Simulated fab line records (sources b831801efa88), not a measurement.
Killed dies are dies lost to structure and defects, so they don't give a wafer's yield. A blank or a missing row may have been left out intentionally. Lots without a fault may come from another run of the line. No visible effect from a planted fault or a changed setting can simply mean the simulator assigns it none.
fab line records | flow sky130
record: lots: 7 wafers: 18 last_day: 50
route steps=708 shown CONTACT@426 METAL1@434 PAD_OPEN@708
lots that met no fault: from a run of the same line without faults
start_h: hours from the record's opening day to when the first of the lot's shown wafers began | wait_h: time in hours since the lot's previous step | " the same as in the row above | L1.1+2: a single row standing in for several wafers | - either no value or no given start | * or withheld: withheld | < > ~ a bound
route shown NAME@n: names a module that has steps shown in the file, with the first one's number in the route | usual: mean and standard deviation over wafers with no fault | same: alike in all rows | chamber/n: place in a boat | sites: the reading at each site | _std_site: how widely they spread, as a standard deviation | _edge_site: mean of outer sites minus mean of inner sites | radius_mm: for every site, how far away it sits from the centre of the wafer | mask NAME#n: copy n | behind: the last tool/chamber to shape the wafer | hold: reason for holding the lot/hours on hold/outcome of the hold | device: transistor that didn't switch, given as n, p or np | end of line: the same wafers' tests at the end of the route | for a step that has no rows: nothing shown but its recipe | killed: dies that structure and defects cost at the first sort, which is not the same as the wafer's yield | map: a wafer's dies, x killed, . not, _ none there
set.NAME: setting as actually run; set.NAME@STEP: the setting as run at that earlier step | model.NAME: the simulator's own value behind a step, which no gauge read
lots at selected steps of the route; one table per step, one row per wafer
services: from which hour (start_h, from the record's first day; less than 0 if before it) a tool's chamber was out of use, for how many hours, and why
== steps ==
step: SKY_CONTACT_STRIP_20
recipe: chemistry: post_etch_residue_remover time_s: 1200 temp_c: 72.5
step: SKY_CONTACT_CLEAN_21
recipe: chemistry: IPA time_s: 180 temp_c: 25
step: SKY_CONTACT_CLEAN_22
recipe: chemistry: O3/DIW dry: n2_spin
step: SKY_CONTACT_SPUTTER_23
recipe: material: TiN target_thk_nm: 20 chamber_pressure_pa: 5 power_w: 4000 time_s: 80
step: SKY_CONTACT_CVD_24
recipe: material: W target_thk_nm: 340 time_s: 102.12 temp_c: 400 pressure_torr: 40
step: SKY_CONTACT_RS_MEAS_25
recipe: thk_meas_gauge: four-point-probe reads: W_of_CONTACT_CVD_24+TiN_of_CONTACT_SPUTTER_23
usual: CONTACT_W_RS: 0.339/0.0042
columns lot.wafer tool chamber start_h wait_h CONTACT_W_RS[ohm/sq]
L949.3 film_metro-03 - 731.97 0.1 0.336
L949.4 " - " " 0.341
L949.5 " - " " 0.337
L955.1 film_metro-03 - 781.21 0.1 0.332
L955.3 " - " " 0.332
L955.5 " - " " 0.334
L958.1 film_metro-01 - 805.09 0.1 0.340
L958.5 " - " " 0.336
L960.1 film_metro-01 - 814.82 0.1 0.343
L960.6 " - " " 0.344
L961.3 film_metro-01 - 822.66 0.1 0.340
L961.6 " - " " 0.346
L969.2 film_metro-01 - 891.25 0.1 0.338
L969.4 " - " " 0.340
L969.5 " - " " 0.343
L970.1 film_metro-01 - 895.45 0.1 0.343
L970.4 " - " " 0.344
L970.6 " - " " 0.344
step: SKY_CONTACT_THK_MEAS_26
recipe: thk_meas_gauge: xrf reads: W_of_CONTACT_CVD_24
usual: CONTACT_W_THK: 321/4.9
columns lot.wafer tool chamber start_h wait_h CONTACT_W_THK[nm]
L949.3 film_metro-03 - 732.07 0.1 328
L949.4 " - " " 322
L949.5 " - " " 327
L955.1 film_metro-03 - 781.33 0.1 330
L955.3 " - " " 329
L955.5 " - " " 326
L958.1 film_metro-01 - 805.21 0.1 319
L958.5 " - " " 322
L960.1 film_metro-01 - 814.94 0.1 316
L960.6 " - " " 317
L961.3 film_metro-01 - 822.76 0.1 319
L961.6 " - " " 314
L969.2 film_metro-01 - 891.36 0.1 320
L969.4 " - " " 318
L969.5 " - " " 316
L970.1 film_metro-01 - 895.57 0.1 313
L970.4 " - " " 312
L970.6 " - " " 314
step: SKY_CONTACT_CMP_27
recipe: stop_on: SiO2 t_overpolish_s: 15 down_force_psi: 3.5 platen_rpm: 60 target_thk_nm: 0 pad_velocity_m_s: 0.94248
step: SKY_METAL1_SPUTTER_00
recipe: material: Ti target_thk_nm: 15 power_w: 3000 time_s: 10 chamber_pressure_pa: 0.4
usual: chamber_pressure_pa: 0.4000/0.00092 throttle_valve_pct: 29.8/1
columns lot.wafer tool chamber start_h wait_h chamber_pressure_pa throttle_valve_pct
L949.3 pvd_sputter-04 - 732.41 0.2 0.4019 28.8
L949.4 " - " " 0.3996 28.6
L949.5 " - " " 0.4010 31.2
L955.1 pvd_sputter-04 - 781.71 0.2 0.4004 28.9
L955.3 " - " " 0.3992 30.1
L955.5 " - " " 0.4009 30.3
L958.1 pvd_sputter-04 - 805.57 0.2 0.3996 30.8
L958.5 " - " " 0.3993 28.8
L960.1 pvd_sputter-04 - 815.30 0.1 0.3996 28.5
L960.6 " - " " 0.3992 28.8
L961.3 pvd_sputter-04 - 823.10 0.1 0.4012 30.2
L961.6 " - " " 0.3991 28.6
L969.2 pvd_sputter-03 - 891.71 0.2 0.4006 29.0
L969.4 " - " " 0.4001 28.9
L969.5 " - " " 0.4009 29.8
L970.1 pvd_sputter-03 - 895.93 0.1 0.4006 29.0
L970.4 " - " " 0.3998 29.9
L970.6 " - " " 0.4003 31.5
step: SKY_METAL1_SPUTTER_01
recipe: material: TiN target_thk_nm: 20 power_w: 6500 time_s: 16.7 chamber_pressure_pa: 0.4
usual: chamber_pressure_pa: 0.4000/0.00081 throttle_valve_pct: 29.7/1
columns lot.wafer tool chamber start_h wait_h chamber_pressure_pa throttle_valve_pct
L949.3 pvd_sputter-04 - 732.43 0.0 0.3987 29.0
L949.4 " - " " 0.4010 28.8
L949.5 " - " " 0.4002 30.6
L955.1 pvd_sputter-04 - 781.73 0.0 0.4010 28.7
L955.3 " - " " 0.4000 30.2
L955.5 " - " " 0.3995 30.1
L958.1 pvd_sputter-04 - 805.60 0.0 0.3997 30.8
L958.5 " - " " 0.3990 29.0
L960.1 pvd_sputter-04 - 815.32 0.0 0.4007 28.8
L960.6 " - " " 0.4008 28.8
L961.3 pvd_sputter-04 - 823.12 0.0 0.3998 30.3
L961.6 " - " " 0.3996 28.7
L969.2 pvd_sputter-03 - 891.73 0.0 0.4004 28.7
L969.4 " - " " 0.3997 29.0
L969.5 " - " " 0.4003 30.1
L970.1 pvd_sputter-03 - 895.96 0.0 0.4002 29.0
L970.4 " - " " 0.3993 30.0
L970.6 " - " " 0.4002 31.3
step: SKY_METAL1_SPUTTER_02
recipe: material: AlCu target_thk_nm: 250 power_w: 10600 time_s: 13.3 chamber_pressure_pa: 0.4
usual: chamber_pressure_pa: 0.4001/0.0008 throttle_valve_pct: 29.7/1
columns lot.wafer tool chamber start_h wait_h chamber_pressure_pa throttle_valve_pct
L949.3 pvd_sputter-04 - 732.46 0.0 0.4001 29.0
L949.4 " - " " 0.4002 28.6
L949.5 " - " " 0.3999 31.1
L955.1 pvd_sputter-04 - 781.75 0.0 0.4005 28.6
L955.3 " - " " 0.4011 29.9
L955.5 " - " " 0.4013 30.4
L958.1 pvd_sputter-04 - 805.62 0.0 0.3990 31.0
L958.5 " - " " 0.4005 28.8
L960.1 pvd_sputter-04 - 815.35 0.0 0.4011 28.6
L960.6 " - " " 0.4000 28.8
L961.3 pvd_sputter-04 - 823.15 0.0 0.3988 30.4
L961.6 " - " " 0.4012 28.9
L969.2 pvd_sputter-03 - 891.76 0.0 0.4007 28.6
L969.4 " - " " 0.3994 28.8
L969.5 " - " " 0.4009 29.7
L970.1 pvd_sputter-03 - 895.98 0.0 0.4004 28.9
L970.4 " - " " 0.4007 29.7
L970.6 " - " " 0.4002 31.2
step: SKY_METAL1_SPUTTER_03
recipe: material: Ti target_thk_nm: 5 power_w: 3000 time_s: 3.3 chamber_pressure_pa: 0.4
step: SKY_METAL1_SPUTTER_04
recipe: material: TiN target_thk_nm: 70 power_w: 6500 time_s: 58.3 chamber_pressure_pa: 0.4
usual: chamber_pressure_pa: 0.3999/0.00088 throttle_valve_pct: 29.7/1
columns lot.wafer tool chamber start_h wait_h chamber_pressure_pa throttle_valve_pct model.TiN_of_METAL1_SPUTTER_04.thk_nm
L949.3 pvd_sputter-04 - 732.50 0.0 0.3994 29.0 69.99
L949.4 " - " " 0.3987 28.6 69.69
L949.5 " - " " 0.4012 30.9 69.81
L955.1 pvd_sputter-04 - 781.80 0.0 0.3994 28.8 71.59
L955.3 " - " " 0.3983 30.3 70.95
L955.5 " - " " 0.3991 30.3 70.38
L958.1 pvd_sputter-04 - 805.67 0.0 0.3996 31.0 76.09
L958.5 " - " " 0.4011 28.8 69.92
L960.1 pvd_sputter-04 - 815.39 0.0 0.4001 28.4 76.84
L960.6 " - " " 0.3998 28.7 77.02
L961.3 pvd_sputter-04 - 823.19 0.0 0.4006 30.1 68.74
L961.6 " - " " 0.4004 28.8 76.41
L969.2 pvd_sputter-03 - 891.80 0.0 0.4006 28.8 71.36
L969.4 " - " " 0.3990 29.1 70.99
L969.5 " - " " 0.3993 29.7 70.2
L970.1 pvd_sputter-03 - 896.02 0.0 0.4000 28.9 70.85
L970.4 " - " " 0.4005 29.9 70.57
L970.6 " - " " 0.4000 31.6 70.59
step: SKY_METAL1_RS_MEAS_05
recipe: thk_meas_gauge: four-point-probe reads: TiN_of_METAL1_SPUTTER_04+Ti_of_METAL1_SPUTTER_03+AlCu_of_METAL1_SPUTTER_02+TiN_of_METAL1_SPUTTER_01+Ti_of_METAL1_SPUTTER_00
usual: METAL1_ALCU_RS: 0.1264/0.0012
columns lot.wafer tool chamber start_h wait_h METAL1_ALCU_RS[ohm/sq]
L949.3 film_metro-01 - 732.59 0.1 0.1262
L949.4 " - " " 0.1265
L949.5 " - " " 0.1261
L955.1 film_metro-04 - 781.85 0.0 0.1261
L955.3 " - " " 0.1271
L955.5 " - " " 0.1277
L958.1 film_metro-02 - 805.71 0.0 0.1248
L958.5 " - " " 0.1276
L960.1 film_metro-02 - 815.44 0.0 0.1273
L960.6 " - " " 0.1260
L961.3 film_metro-02 - 823.28 0.1 0.1267
L961.6 " - " " 0.1269
L969.2 film_metro-01 - 891.87 0.0 0.1258
L969.4 " - " " 0.1249
L969.5 " - " " 0.1247
L970.1 film_metro-01 - 896.07 0.0 0.1269
L970.4 " - " " 0.1257
L970.6 " - " " 0.1258
step: SKY_METAL1_THK_MEAS_06
recipe: thk_meas_gauge: xrf reads: AlCu_of_METAL1_SPUTTER_02
usual: METAL1_ALCU_THK: 248.6/2.5
columns lot.wafer tool chamber start_h wait_h METAL1_ALCU_THK[nm]
L949.3 film_metro-01 - 732.69 0.1 248.7
L949.4 " - " " 246.4
L949.5 " - " " 247.7
L955.1 film_metro-04 - 781.97 0.1 247.9
L955.3 " - " " 245.2
L955.5 " - " " 244.7
L958.1 film_metro-02 - 805.83 0.1 247.3
L958.5 " - " " 245.8
L960.1 film_metro-02 - 815.56 0.1 242.6
L960.6 " - " " 246.8
L961.3 film_metro-02 - 823.38 0.1 249.1
L961.6 " - " " 243.6
L969.2 film_metro-01 - 891.98 0.1 251.4
L969.4 " - " " 252.2
L969.5 " - " " 253.4
L970.1 film_metro-01 - 896.19 0.1 248.3
L970.4 " - " " 250.2
L970.6 " - " " 251.5
step: SKY_METAL1_DEHYDRATE_07
recipe: temp_c: 200 time_s: 60
step: SKY_METAL1_HMDS_08
recipe: prime_time_s: 60 prime_temp_c: 120
step: SKY_METAL1_COAT_09
recipe: resist: BARC temp_c: withheld time_s: withheld spin_rpm: 3000 resist_thk_nm: 60
step: SKY_METAL1_COAT_10
recipe: resist: KrF-thick spin_rpm: 3000 resist_thk_nm: 450
step: SKY_METAL1_SOFTBAKE_11
recipe: temp_c: 100 time_s: 90 resist: KrF-thick
step: SKY_METAL1_EXPOSE_12
recipe: mask_id: MM1 na: 0.8 source_shape: annular sigma_inner: 0.55 sigma_outer: 0.85 target_cd_nm: 140 dose_mj: 28
step: SKY_METAL1_PEB_13
recipe: peb_temp_c: withheld peb_time_s: withheld resist: KrF-thick
step: SKY_METAL1_DEVELOP_14
recipe: develop_time_s: 60 resist: KrF-thick dev_temp_c: 21
step: SKY_METAL1_CD_MEAS_15
recipe: target_cd_nm: 140
usual: cd_nm: 140.4/1.4
columns lot.wafer tool chamber start_h wait_h cd_nm
L949.3 cd_sem-01 - 758.97 - 137.8
L949.4 " - " " 138.4
L949.5 " - " " 138.1
L955.1 cd_sem-01 - 807.85 - 142.4
L955.3 " - " " 142.3
L955.5 " - " " 141.5
L958.1 cd_sem-01 - 832.12 - 142.0
L958.5 " - " " 140.9
L960.1 cd_sem-01 - 841.97 - 138.6
L960.6 " - " " 139.9
L961.3 cd_sem-01 - 849.91 - 138.6
L961.6 " - " " 138.9
L969.2 cd_sem-01 - 918.34 - 140.1
L969.4 " - " " 141.3
L969.5 " - " " 141.1
L970.1 cd_sem-02 - 922.72 - 140.3
L970.4 " - " " 141.7
L970.6 " - " " 140.9
step: SKY_METAL1_OVL_MEAS_16
usual: METAL1_OVL: -2/6.1
columns lot.wafer tool chamber start_h wait_h METAL1_OVL[nm]
L949.3 overlay-02 - 759.06 0.1 -3
L949.4 " - " " 0
L949.5 " - " " 3
L955.1 overlay-02 - 807.97 0.1 -5
L955.3 " - " " -1
L955.5 " - " " -4
L958.1 overlay-02 - 832.24 0.1 -1
L958.5 " - " " -1
L960.1 overlay-01 - 842.09 0.1 -7
L960.6 " - " " -2
L961.3 overlay-02 - 850.00 0.1 -2
L961.6 " - " " -2
L969.2 overlay-02 - 918.44 0.1 11
L969.4 " - " " 13
L969.5 " - " " 7
L970.1 overlay-02 - 922.84 0.1 1
L970.4 " - " " -9
L970.6 " - " " -9
step: SKY_METAL1_DESCUM_17
recipe: chemistry: O2 source_power_w: 150 bias_power_w: 0 pressure_mtorr: 10 temp_c: 40 time_s: 8
usual: drypump_motor_current_A: 6.0/0.37 he_backside_leak_sccm: 3.44/0.23 oes_product_au: 1.000/0.0096
columns lot.wafer tool chamber start_h wait_h drypump_motor_current_A he_backside_leak_sccm oes_product_au rf_hours_counter_h
L949.3 rie_metal-03 0 759.10 0.0 6.3 3.28 1.007 -
L949.4 " 1 " " 5.4 3.52 1.013 -
L949.5 " 1 " " 5.4 3.61 1.006 -
L955.1 rie_metal-01 1 808.01 0.0 6.4 3.09 1.007 14
L955.3 " 0 " " 5.8 3.66 0.998 -
L955.5 " 0 " " 5.8 3.63 0.989 -
L958.1 rie_metal-02 1 832.27 0.0 6.2 3.46 0.992 9
L958.5 " 1 " " 6.2 3.49 0.990 -
L960.1 rie_metal-01 1 842.12 0.0 6.4 3.22 1.008 16
L960.6 " 0 " " 5.8 3.70 0.986 -
L961.3 rie_metal-02 1 850.03 0.0 6.2 3.40 0.994 -
L961.6 " 1 " " 6.2 3.54 0.985 -
L969.2 rie_metal-01 0 918.47 0.0 5.8 3.56 0.989 12
L969.4 " 0 " " 5.8 3.68 0.992 -
L969.5 " 1 " " 6.4 3.12 1.013 -
L970.1 rie_metal-01 0 922.87 0.0 5.8 3.42 1.012 12
L970.4 " 1 " " 6.4 3.15 1.005 -
L970.6 " 0 " " 5.8 3.45 1.000 -
step: SKY_METAL1_ETCH_18
recipe: chemistry: N2/H2 target: BARC ion_energy_ev: 200 bias_w: 100 pressure_mtorr: 30 n2_flow_sccm: 100 h2_flow_sccm: 200 icp_w: 500 stop_on: SiO2 time_s: 45.9 target_depth_a: 600
usual: drypump_motor_current_A: 6.0/0.37 he_backside_leak_sccm: 3.43/0.18 oes_product_au: 0.853/0.0049 throttle_valve_pct: 13.224/0.0087
columns lot.wafer tool chamber start_h wait_h drypump_motor_current_A he_backside_leak_sccm oes_product_au rf_hours_counter_h throttle_valve_pct
L949.3 rie_metal-03 0 759.14 0.0 6.4 3.27 0.864 - 13.224
L949.4 " 1 " " 5.3 3.34 0.863 - 13.242
L949.5 " 1 " " 5.3 3.40 0.856 - 13.216
L955.1 rie_metal-01 1 808.04 0.0 6.4 3.24 0.856 14 13.228
L955.3 " 0 " " 5.8 3.55 0.854 - 13.228
L955.5 " 0 " " 5.8 3.47 0.858 - 13.234
L958.1 rie_metal-02 1 832.33 0.1 6.2 3.69 0.854 9 13.222
L958.5 " 1 " " 6.2 3.71 0.858 - 13.237
L960.1 rie_metal-01 1 842.15 0.0 6.4 3.24 0.851 16 13.227
L960.6 " 0 " " 5.8 3.49 0.859 - 13.217
L961.3 rie_metal-02 1 850.07 0.0 6.2 3.66 0.860 - 13.228
L961.6 " 1 " " 6.2 3.47 0.862 - 13.220
L969.2 rie_metal-01 0 918.50 0.0 5.8 3.53 0.845 12 13.220
L969.4 " 0 " " 5.8 3.47 0.857 - 13.217
L969.5 " 1 " " 6.4 3.09 0.852 - 13.226
L970.1 rie_metal-01 0 922.90 0.0 5.8 3.53 0.852 12 13.226
L970.4 " 1 " " 6.4 3.17 0.855 - 13.235
L970.6 " 0 " " 5.8 3.65 0.854 - 13.227
step: SKY_METAL1_METAL_ETCH_19
recipe: target_depth_a: 3600 stop_on: SiO2 over_etch_frac: 0.3 time_s: 78 chemistry: Cl2/BCl3 resist_sidewall_deg: 88 pressure_mtorr: 10 icp_w: 900 bias_w: 48.5 Cl2_flow_sccm: 60 bcl3_flow_sccm: 30
step: SKY_METAL1_STRIP_20
recipe: chemistry: O2/N2 power_w: 1400 pressure_mtorr: 1500 platen_temp_c: withheld o2_flow_sccm: 3000 n2_flow_sccm: 300 overash_fraction: 0.5
step: SKY_METAL1_STRIP_21
recipe: chemistry: post_etch_residue_remover time_s: 1200 temp_c: 72.5
columns lot.wafer tool chamber start_h wait_h model.TiN_of_METAL1_SPUTTER_04.thk_nm
L949.3 wet_bench-04 2 759.37 0.0 69.57
L949.4 " 2 " " 69.26
L949.5 " 2 " " 69.39
L955.1 wet_bench-02 0 808.29 0.1 71.18
L955.3 " 0 " " 70.53
L955.5 " 0 " " 69.96
L958.1 wet_bench-04 0 832.74 0.1 75.67
L958.5 " 0 " " 69.5
L960.1 wet_bench-04 1 842.41 0.1 76.42
L960.6 " 1 " " 76.6
L961.3 wet_bench-04 3 850.31 0.0 68.32
L961.6 " 3 " " 75.98
L969.2 wet_bench-02 2 918.76 0.1 70.94
L969.4 " 2 " " 70.58
L969.5 " 2 " " 69.78
L970.1 wet_bench-02 0 923.16 0.1 70.43
L970.4 " 0 " " 70.15
L970.6 " 0 " " 70.18
step: SKY_METAL1_CLEAN_22
recipe: chemistry: IPA time_s: 180 temp_c: 25
step: SKY_PAD_OPEN_PROBE_99
usual: defect_limited_yield: 82.5/1.9 killed_at_M0_to_M3: 42/7.4 killed_at_M4_up: 3.4/1.8 killed_at_contacts: 25/5.4 killed_at_front_end: 15/4.4 killed_at_other: 0.2/0.52 killed_dies: 86/9.3 killed_open: 47/7.6 killed_short: 39/6.5 sort_bin_3_pad_short: 0.9/0.46 sort_bin_5_function: 10.3/1.5 sort_bin_6_memory: 6.3/1.2 sort_n_pass: 406/9.3 sort_yield_pct: 82.5/1.9
same: gross_dies: 492 killed_at_back_side: 0 sort_bin_4_leakage[%]: 0 sort_bin_8_speed[%]: 0
columns lot.wafer tool chamber start_h wait_h defect_limited_yield[%] killed_at_M0_to_M3 killed_at_M4_up killed_at_contacts killed_at_front_end killed_at_other killed_dies killed_open killed_short sort_bin_3_pad_short[%] sort_bin_5_function[%] sort_bin_6_memory[%] sort_n_pass sort_yield_pct[%]
L961.3 prober-02 - 1143.70 0.2 83.7 29 5 29 17 0 80 39 41 0.8 10.4 5.1 412 83.7
L961.6 prober-02 - 1143.85 0.2 83.9 37 2 25 14 1 79 38 41 0.4 9.1 6.5 413 83.9
killed by level:class
L961.3 CONTACT:geometric_particle:open=13 VIA2:geometric_particle:open=8 FIELD_ISO:geometric_particle:short=6 POLY_GATE:geometric_particle:short=5 LI_CONTACT:geometric_particle:open=5 CONTACT:geometric_particle:short=5 METAL4:geometric_particle:short=5 VIA3:geometric_particle:short=4
L961.6 VIA1:geometric_particle:open=10 LI_CONTACT:geometric_particle:open=8 CONTACT:geometric_particle:open=7 CONTACT:geometric_particle:short=7 VIA3:geometric_particle:short=7 METAL2:geometric_particle:short=6 POLY_GATE:geometric_particle:open=4 POLY_GATE:geometric_particle:short=3
== services ==
columns tool chamber start_h hours kind
pvd_sputter-03 - 716.76 8.5 repair
wet_bench-04 - 728.45 1.1 repair
pvd_sputter-04 - 751.59 2.3 repair
rie_metal-01 1 802.36 2.2 repair
rie_metal-02 0 814.30 19.5 repair
wet_bench-02 - 831.93 31.8 repair
rie_metal-01 - 859.83 2.8 pm
rie_metal-01 1 871.63 - clean
rie_metal-01 1 871.63 21.8 scheduled_down
rie_metal-01 1 871.63 21.8 vent_cycle
pvd_sputter-03 - 875.89 0.6 repair
wet_bench-04 - 882.45 3.7 repair
pvd_sputter-04 - 889.50 1.2 repair
pvd_sputter-04 - 906.30 1.9 repair
rie_metal-01 - 906.76 0.6 repair
rie_metal-03 0 910.49 - clean
rie_metal-03 0 910.49 15.1 scheduled_down
rie_metal-03 0 910.49 15.1 vent_cycle
== key ==
first_sign none at tools or gauges
model_effect: step: SKY_METAL1_SPUTTER_04 value: TiN_of_METAL1_SPUTTER_04.thk_nm without: 70 struck: 76.59
model_effect: step: SKY_METAL1_STRIP_21 value: TiN_of_METAL1_SPUTTER_04.thk_nm without: 69.58 struck: 76.17
met_at SKY_METAL1_SPUTTER_04
struck_wafers L958.1,L960.1,L960.6,L961.6
onset_between 781.80 805.67
fault: kind: process_parameter_drift tool: pvd_sputter-04 chamber: - onset_h: 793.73 steps: SKY_METAL1_SPUTTER_04 channel: time_s offset: * shape: step end_h: 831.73 scope: struck_wafers_only acts_in: * stated: *
